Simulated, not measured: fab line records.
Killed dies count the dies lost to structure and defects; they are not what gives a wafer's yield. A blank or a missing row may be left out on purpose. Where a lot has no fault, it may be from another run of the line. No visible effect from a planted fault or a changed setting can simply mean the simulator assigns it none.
A lot that was struck, set against a sound lot / flow gf180mcu / 14 steps out of a route of 602
Sound: wafers L654.3, L654.5, L654.6. Wafers L645.2, L645.4, L645.5 were the ones struck. The cause is given at the end.
Per side, at each step with rows, come the tool, then ch with its chambers, and then its first start. Under that, the readings that differ: sound wafers / struck wafers / difference of the means / sigmas: that difference in standard deviations of wafers without a fault.
alike: a reading whose means differ by less than 2 such deviations, as well as words and numbers matching on both sides. not compared: withheld readings; readings where some wafer has no value; bounds like >300 that might hide an equal value; numbers whose values overlap and for which the record gives no deviation.
Wherever a step has rows on one side only, a row that says differs or no value, or a row with sigmas, the two part there. Numbers that have no deviation but don't overlap get no sigmas and don't part them. Lack of a reading on every wafer of one side parts them only where that side has two or more wafers.

first, 1 step without rows for these wafers: GF_V4_ETCH_17 (etches SiO2 in C4F8/O2/Ar, stops on TiN, target depth 630 nm).
GF_V4_STRIP_18: strips in O2/N2.
  sound on plasmaAsher-03 ch 0,1, day 31 02:46; struck on plasmaAsher-01 ch 0,1, day 28 14:15
  alike: chamberPressureMTorr, drypumpMotorCurrentA, heaterPowerW, o2FlowSccm, oesProductAu
  not compared: rfHoursCounterH
then, 3 steps without rows for these wafers: GF_V4_STRIP_19 (strips in post etch residue remover, time 1200 s); GF_V4_CLEAN_20 (cleans in DIW); GF_V4_SPUTTER_21 (material Ti, target thk 15 nm, time 80.02 s).
GF_V4_SPUTTER_22: material TiN, target thk 10 nm, time 40 s.
  sound: pvdSputter-02 at day 31 03:22; struck: pvdSputter-02 at day 28 14:50
  alike: cathodeDcPowerW, chamberPressurePa, throttleValvePct
GF_V4_CVD_23: deposits W, target thk 350 nm, time 104.9 s.
  sound on cvdW-01 ch 0,1, day 31 03:26; struck on cvdW-02 ch 0,1, day 28 14:53
  alike: heaterPowerW
GF_V4_RS_MEAS_24: uses a four-point probe to measure.
  sound: filmMetro-04 at day 31 03:33; struck: filmMetro-04 at day 28 15:01
  alike: V4_W_RS
GF_V4_THK_MEAS_25: measures by xrf.
  sound: filmMetro-04 at day 31 03:39; struck: filmMetro-04 at day 28 15:07
  alike: V4_W_THK
GF_V4_CMP_26: polishes, stops on SiO2, t overpolish 15 s, target thk 0 nm.
  sound on cmp-02 ch 1,2, day 31 03:44; struck on cmp-01 ch 0,1,2, day 28 15:16
  alike: motorCurrentA, overpolishRunS, timeToEndpointS
GF_MIM_SPUTTER_00: material Ti, target thk 37.5 nm, time 150 s.
  sound: pvdSputter-03 at day 31 03:59; struck: pvdSputter-03 at day 28 15:28
reading=cathodeDcPowerW (W); sound=3998.5 3999.5 3999.6; struck=4001.3 4001.7 4000.1; difference=+1.8; sigmas=+2
  alike: chamberPressurePa, substrateTempC, throttleValvePct
then, 1 step without rows for these wafers: GF_MIM_SPUTTER_01 (material TiN, target thk 30 nm, time 25 s).
GF_MIM_SPUTTER_02: material AlCu, target thk 450 nm, time 23.9 s.
  sound: pvdSputter-03 at day 31 04:07; struck: pvdSputter-03 at day 28 15:37
  no value came back on the struck wafers for cathodeDcPowerW (W), chamberPressurePa (Pa), throttleValvePct (%); on the sound wafers cathodeDcPowerW (W) reads 10596 10600 10600
then, 1 step without rows for these wafers: GF_MIM_SPUTTER_03 (material Ti, target thk 10 nm, time 6.7 s).

== WHERE THEY PART ==
Earliest at GF_MIM_SPUTTER_00; latest, in this record, at GF_MIM_SPUTTER_02.

WHY: what the simulator had put in
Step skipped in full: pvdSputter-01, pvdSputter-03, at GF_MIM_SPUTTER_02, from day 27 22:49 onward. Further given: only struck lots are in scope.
